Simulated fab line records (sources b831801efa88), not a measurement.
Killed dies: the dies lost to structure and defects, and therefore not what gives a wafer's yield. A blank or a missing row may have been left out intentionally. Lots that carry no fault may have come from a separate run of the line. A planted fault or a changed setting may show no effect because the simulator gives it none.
The tool behind it: which one?	flow gf180mcu	Sampling: 24 lots, 72 wafers, 5 of 602 route steps

== WHAT THE GAUGES READ, wafer by wafer ==
GF_M3_THK_MEAS_06: measures by xrf. Usual: for M3_ALCU_THK the level is 459 nm and the standard deviation is 5.5.
lot	measured	on	M3_ALCU_THK (nm)	flag
L074	day 20 09:49	film_metro-04	450 449 460	
L075	day 20 16:34	film_metro-01	468 467 462	
L076	day 21 03:38	film_metro-04	455 459 454	
L077	day 21 12:16	film_metro-01	453 465 451	
L078	day 21 23:32	film_metro-03	454 459 462	
L079	day 22 10:42	film_metro-04	447 448 446	
L080	day 22 23:24	film_metro-01	467 465 463	
L081	day 23 00:59	film_metro-03	451 457 457	
L082	day 23 17:24	film_metro-04	465 456 468	
L083	day 24 06:55	film_metro-04	459 472 463	
L084	day 24 09:43	film_metro-03	462 455 464	
L085	day 24 16:17	film_metro-03	461 455 458	
L086	day 24 18:46	film_metro-04	459 468 458	
L087	day 25 11:22	film_metro-03	462 458 464	
L088	day 25 15:31	film_metro-03	454 454 457	
L089	day 25 21:23	film_metro-01	465 456 470	
L090	day 26 09:35	film_metro-04	462 455 466	
L091	day 26 13:36	film_metro-01	457 457 455	
L092	day 26 17:53	film_metro-01	453 453 455	
L093	day 27 04:28	film_metro-04	465 461 459	
L094	day 27 10:49	film_metro-03	456 455 453	
L095	day 27 14:36	film_metro-01	452 455 454	
L096	day 27 22:37	film_metro-03	460 457 458	
L097	day 28 10:18	film_metro-01	459 458 450	

== WHICH TOOL RAN EACH LOT (tool, then ch and the chambers of the sampled wafers, then the start) ==
lot	GF_V1_SPUTTER_22	GF_M2_SPUTTER_04	GF_V2_ETCH_17	GF_V2_SPUTTER_21
L074	pvd_sputter-03, day 18 04:37	pvd_sputter-04, day 18 05:26	rie_diel-04 ch 2,3, day 20 08:45 or earlier	pvd_sputter-03, day 20 08:45
L075	pvd_sputter-02, day 18 11:53	pvd_sputter-04, day 18 12:41	rie_diel-04 ch 0,2,3, day 20 15:32 or earlier	pvd_sputter-03, day 20 15:32
L076	pvd_sputter-04, day 18 22:28	pvd_sputter-03, day 18 23:16	rie_diel-02 ch 1,3, day 21 02:30 or earlier	pvd_sputter-01, day 21 02:30
L077	pvd_sputter-03, day 19 07:43	pvd_sputter-04, day 19 08:32	rie_diel-02 ch 1,2,3, day 21 11:13 or earlier	pvd_sputter-02, day 21 11:13
L078	pvd_sputter-03, day 19 18:44	pvd_sputter-04, day 19 19:33	rie_diel-02 ch 2,3, day 21 22:29 or earlier	pvd_sputter-02, day 21 22:29
L079	pvd_sputter-02, day 20 06:47	pvd_sputter-04, day 20 07:36	rie_diel-02 ch 0,1, day 22 09:39 or earlier	pvd_sputter-02, day 22 09:39
L080	pvd_sputter-04, day 20 20:41	pvd_sputter-01, day 20 21:30	rie_diel-04 ch 0,2,3, day 22 22:22 or earlier	pvd_sputter-03, day 22 22:22
L081	pvd_sputter-02, day 20 21:56	pvd_sputter-03, day 20 22:46	rie_diel-02 ch 0,2,3, day 22 23:57 or earlier	pvd_sputter-02, day 22 23:57
L082	pvd_sputter-04, day 21 13:52	pvd_sputter-03, day 21 14:41	rie_diel-04 ch 0,2, day 23 16:22 or earlier	pvd_sputter-02, day 23 16:22
L083	pvd_sputter-03, day 22 04:59	pvd_sputter-01, day 22 05:48	rie_diel-02 ch 1,2, day 24 05:53 or earlier	pvd_sputter-01, day 24 05:53
L084	pvd_sputter-02, day 22 07:16	pvd_sputter-03, day 22 08:05	rie_diel-03 ch 0,1,3, day 24 08:40 or earlier	pvd_sputter-01, day 24 08:40
L085	pvd_sputter-02, day 22 14:19	pvd_sputter-03, day 22 15:08	rie_diel-03 ch 0,1,2, day 24 14:40 or earlier	pvd_sputter-01, day 24 14:40
L086	pvd_sputter-02, day 22 16:56	pvd_sputter-03, day 22 18:14	rie_diel-03 ch 0,1,3, day 24 17:44 or earlier	pvd_sputter-02, day 24 17:44
L087	pvd_sputter-02, day 23 10:46	pvd_sputter-04, day 23 11:34	rie_diel-03 ch 0,1,2, day 25 10:20 or earlier	pvd_sputter-02, day 25 10:20
L088	pvd_sputter-03, day 23 15:32	pvd_sputter-01, day 23 16:21	rie_diel-02 ch 0,1,3, day 25 14:29 or earlier	pvd_sputter-02, day 25 14:29
L089	pvd_sputter-04, day 23 22:23	pvd_sputter-03, day 23 23:13	rie_diel-04 ch 0,1,3, day 25 20:20 or earlier	pvd_sputter-02, day 25 20:20
L090	pvd_sputter-04, day 24 10:01	pvd_sputter-01, day 24 10:50	rie_diel-04 ch 0,2, day 26 08:33 or earlier	pvd_sputter-02, day 26 08:33
L091	pvd_sputter-04, day 24 14:32	pvd_sputter-04, day 24 16:01	rie_diel-02 ch 0,2,3, day 26 12:33 or earlier	pvd_sputter-02, day 26 12:33
L092	pvd_sputter-02, day 24 19:59	pvd_sputter-03, day 24 20:49	rie_diel-03 ch 0,1, day 26 16:42 or earlier	pvd_sputter-01, day 26 16:42
L093	pvd_sputter-03, day 25 07:29	pvd_sputter-01, day 25 08:25	rie_diel-03 ch 0,2,3, day 27 03:26 or earlier	pvd_sputter-02, day 27 03:26
L094	pvd_sputter-02, day 25 13:38	pvd_sputter-03, day 25 14:26	rie_diel-04 ch 1,2,3, day 27 09:46 or earlier	pvd_sputter-02, day 27 09:46
L095	pvd_sputter-02, day 25 16:53	pvd_sputter-03, day 25 17:41	rie_diel-02 ch 0,2, day 27 13:34 or earlier	pvd_sputter-03, day 27 13:34
L096	pvd_sputter-03, day 26 01:20	pvd_sputter-04, day 26 02:10	rie_diel-02 ch 2,3, day 27 21:34 or earlier	pvd_sputter-02, day 27 21:34
L097	pvd_sputter-04, day 26 13:19	pvd_sputter-04, day 26 14:07	rie_diel-04 ch 0,3, day 28 09:14 or earlier	pvd_sputter-02, day 28 09:14
- GF_V1_SPUTTER_22: material TiN, target thk 10 nm, time 40 s.
- GF_M2_SPUTTER_04: material TiN, target thk 50 nm, time 41.7 s.
- GF_V2_ETCH_17: etches SiO2 in C4F8/O2/Ar, stops on TiN, target depth 630 nm.
- GF_V2_SPUTTER_21: material Ti, target thk 15 nm, time 80.02 s.

== WHAT THE TOOLS THEMSELVES READ (means of the sampled wafers that have a number; where no wafer has one, the mark that the record gives instead) ==
GF_V1_SPUTTER_22. Usual: throttle_valve_pct 29.9 %, standard deviation 1.
lot	tool	throttle_valve_pct (%)	flag
L074	pvd_sputter-03	29.6	
L075	pvd_sputter-02	30.4	
L076	pvd_sputter-04	30.1	
L077	pvd_sputter-03	30.0	
L078	pvd_sputter-03	29.6	
L079	pvd_sputter-02	30.7	
L080	pvd_sputter-04	29.3	
L081	pvd_sputter-02	29.7	
L082	pvd_sputter-04	31.0	
L083	pvd_sputter-03	29.7	
L084	pvd_sputter-02	29.5	
L085	pvd_sputter-02	28.7	
L086	pvd_sputter-02	29.5	
L087	pvd_sputter-02	28.7	
L088	pvd_sputter-03	29.4	
L089	pvd_sputter-04	29.5	
L090	pvd_sputter-04	29.5	
L091	pvd_sputter-04	31.3	
L092	pvd_sputter-02	29.6	
L093	pvd_sputter-03	29.8	
L094	pvd_sputter-02	29.6	
L095	pvd_sputter-02	29.4	
L096	pvd_sputter-03	29.8	
L097	pvd_sputter-04	29.2	

GF_M2_SPUTTER_04. Usual: throttle_valve_pct 30.1 %, standard deviation 0.79.
lot	tool	throttle_valve_pct (%)	flag
L074	pvd_sputter-04	29.5	
L075	pvd_sputter-04	30.5	
L076	pvd_sputter-03	29.9	
L077	pvd_sputter-04	29.9	
L078	pvd_sputter-04	30.9	
L079	pvd_sputter-04	31.4	
L080	pvd_sputter-01	30.3	
L081	pvd_sputter-03	29.4	
L082	pvd_sputter-03	29.4	
L083	pvd_sputter-01	30.2	
L084	pvd_sputter-03	29.7	
L085	pvd_sputter-03	29.5	
L086	pvd_sputter-03	29.9	
L087	pvd_sputter-04	31.2	
L088	pvd_sputter-01	30.4	
L089	pvd_sputter-03	30.2	
L090	pvd_sputter-01	30.4	
L091	pvd_sputter-04	30.2	
L092	pvd_sputter-03	30.0	
L093	pvd_sputter-01	30.2	
L094	pvd_sputter-03	29.7	
L095	pvd_sputter-03	29.6	
L096	pvd_sputter-04	30.8	
L097	pvd_sputter-04	29.4	

GF_V2_ETCH_17. Usual: oes_product_au 0.856 a.u., standard deviation 0.0052.
lot	tool	oes_product_au (a.u.)	flag
L074	rie_diel-04	0.853	
L075	rie_diel-04	0.858	
L076	rie_diel-02	0.858	
L077	rie_diel-02	0.857	
L078	rie_diel-02	0.855	
L079	rie_diel-02	0.853	
L080	rie_diel-04	0.852	
L081	rie_diel-02	0.858	
L082	rie_diel-04	0.862	
L083	rie_diel-02	0.857	
L084	rie_diel-03	0.852	
L085	rie_diel-03	0.857	
L086	rie_diel-03	0.858	
L087	rie_diel-03	0.855	
L088	rie_diel-02	0.860	
L089	rie_diel-04	0.856	
L090	rie_diel-04	0.859	
L091	rie_diel-02	0.855	
L092	rie_diel-03	0.855	
L093	rie_diel-03	0.851	
L094	rie_diel-04	0.858	
L095	rie_diel-02	0.859	
L096	rie_diel-02	0.861	
L097	rie_diel-04	0.857	

GF_V2_SPUTTER_21. Usual: substrate_temp_c 200.00 C, standard deviation 0.16; throttle_valve_pct 29.9 %, standard deviation 1.
lot	tool	substrate_temp_c (C)	throttle_valve_pct (%)	flag
L074	pvd_sputter-03	200.23	29.8	
L075	pvd_sputter-03	199.99	29.8	
L076	pvd_sputter-01	199.95	30.6	
L077	pvd_sputter-02	199.90	30.3	
L078	pvd_sputter-02	199.99	29.5	
L079	pvd_sputter-02	199.98	29.6	
L080	pvd_sputter-03	200.12	29.7	
L081	pvd_sputter-02	199.93	29.5	
L082	pvd_sputter-02	200.02	28.6	
L083	pvd_sputter-01	200.01	30.5	
L084	pvd_sputter-01	199.96	30.5	
L085	pvd_sputter-01	199.94	30.6	
L086	pvd_sputter-02	200.01	30.5	
L087	pvd_sputter-02	199.84	29.5	
L088	pvd_sputter-02	199.93	28.5	
L089	pvd_sputter-02	200.02	28.6	
L090	pvd_sputter-02	200.05	29.6	
L091	pvd_sputter-02	199.98	30.5	
L092	pvd_sputter-01	199.90	30.8	
L093	pvd_sputter-02	199.92	29.6	
L094	pvd_sputter-02	199.93	29.4	
L095	pvd_sputter-03	200.01	29.7	
L096	pvd_sputter-02	200.13	30.4	
L097	pvd_sputter-02	199.90	28.6	

== THE ANSWER, worked out from the rows above alone ==
Rule: lot off if the mean of its wafers having a number is beyond 3 standard deviations from the usual mean. A lot without any number at a reading at which 4 lots or more have one is off too. Where the step has rows for the other lots, those lots are counted as sound. First the gauges in route order, then the tools' own readings, where a lot's mean is used as printed above. At the first step where some lot is off, the reading lying furthest off is the one used; lots without a number count as furthest.
Nothing can be told from this: no lot is off at any reading shown.

== WHAT THE SIMULATOR HAD INSERTED ==
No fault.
